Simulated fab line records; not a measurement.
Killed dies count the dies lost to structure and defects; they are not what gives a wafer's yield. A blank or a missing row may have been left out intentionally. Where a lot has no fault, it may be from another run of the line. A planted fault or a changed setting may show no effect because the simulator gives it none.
Chamber matching / flow sky130 / cmp-01 running SKY_CONTACT_CMP_27: 4 sister chambers
The step polishes, stops on SiO2, t overpolish 15 s, target thk 0 nm. 4 wafers are shown with their chamber, then 12 later ones without.

## EACH WAFER AND ITS CHAMBER
wafer=L087.3; chamber=2; motor current A (A)=13.3
wafer=L089.1; chamber=1; motor current A (A)=12.0
wafer=L089.2; chamber=0; motor current A (A)=10.8
wafer=L089.4; chamber=3; motor current A (A)=9.7

## WAFERS WITH NO CHAMBER GIVEN
wafer=L091.4; motor current A (A)=10.4
wafer=L091.5; motor current A (A)=13.1
wafer=L091.6; motor current A (A)=10.8
wafer=L093.1; motor current A (A)=10.2
wafer=L093.2; motor current A (A)=10.8
wafer=L093.6; motor current A (A)=12.4
wafer=L095.1; motor current A (A)=10.7
wafer=L095.2; motor current A (A)=12.5
wafer=L095.3; motor current A (A)=11.4
wafer=L097.2; motor current A (A)=12.7
wafer=L097.5; motor current A (A)=12.5
wafer=L097.6; motor current A (A)=12.7

## EACH ONE'S CHAMBER
wafer=L091.4; from the rows above=can't be placed: 0 or 3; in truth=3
wafer=L091.5; from the rows above=2; in truth=2
wafer=L091.6; from the rows above=0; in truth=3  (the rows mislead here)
wafer=L093.1; from the rows above=can't be placed: 3 or 0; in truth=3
wafer=L093.2; from the rows above=0; in truth=0
wafer=L093.6; from the rows above=can't be placed: 1 or 2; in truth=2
wafer=L095.1; from the rows above=0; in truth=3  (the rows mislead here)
wafer=L095.2; from the rows above=can't be placed: 1 or 2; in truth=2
wafer=L095.3; from the rows above=can't be placed: 0 or 1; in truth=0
wafer=L097.2; from the rows above=can't be placed: 2 or 1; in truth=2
wafer=L097.5; from the rows above=can't be placed: 1 or 2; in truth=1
wafer=L097.6; from the rows above=can't be placed: 2 or 1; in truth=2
Correctly placed: 2 of 12. These rows do not allow placing 8 (true chamber among the candidates in 8). Wrongly placed: 2.
How it was worked out, from the rows above alone: a wafer's distance from a chamber is the root of the sum, over the readings, of the square of ((its reading less the chamber's mean) divided by the reading's scatter). The wafer belongs to the nearest chamber; if the next one is less than 2 further off, it can't be placed. For every chamber, the mean is computed from those of its wafers that are shown. The scatter (one wafer shown for each chamber): square how far every hidden wafer sits from the nearest shown wafer, average those squares and take the square root.
